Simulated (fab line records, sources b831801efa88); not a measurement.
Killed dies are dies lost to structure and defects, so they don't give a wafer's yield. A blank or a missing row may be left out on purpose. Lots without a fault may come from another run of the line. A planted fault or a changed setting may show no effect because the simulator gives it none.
Chamber matching | flow gf180mcu | GF_V4_CVD_02 on pecvd-02: 3 sister chambers
The step deposits SiO2 from TEOS, target thk 850 nm, time 94.851 s. 6 wafers are shown with their chamber, then 7 later ones without.

WAFERS WITH THEIR CHAMBER
wafer  | chamber | heater_power_w (W)
L676.3 | 2       | 709
L690.2 | 1       | 756
L690.4 | 1       | 771
L690.6 | 2       | 715
L692.2 | 0       | 576
L692.5 | 0       | 609

WAFERS WITHOUT THEIR CHAMBER
wafer  | heater_power_w (W)
L692.6 | 753
L694.3 | 691
L694.4 | 631
L694.6 | 769
L695.1 | 675
L695.5 | 528
L695.6 | 726

WHICH CHAMBER EACH WENT THROUGH
wafer  | from the rows above     | in truth
L692.6 | 1                       | 1
L694.3 | 2                       | 2
L694.4 | 0                       | 0
L694.6 | 1                       | 1
L695.1 | 2                       | 2
L695.5 | 0                       | 0
L695.6 | can't be placed: 2 or 1 | 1
Placed correctly: 6 of 7. Can't be placed from these rows: 1 (the true chamber is among the candidates in 1). Placed wrongly: 0.
How it was worked out, from the rows above alone: a wafer's distance from a chamber is the root of the sum, over the readings, of the square of ((its reading less the chamber's mean) divided by the reading's scatter). The wafer belongs to the nearest chamber; if the next one is less than 2 further off, it can't be placed. A chamber's mean is the mean of its shown wafers. The scatter: the root of (the sum of the squares of (reading less its chamber's mean) over the shown wafers, divided by (wafers less chambers)).
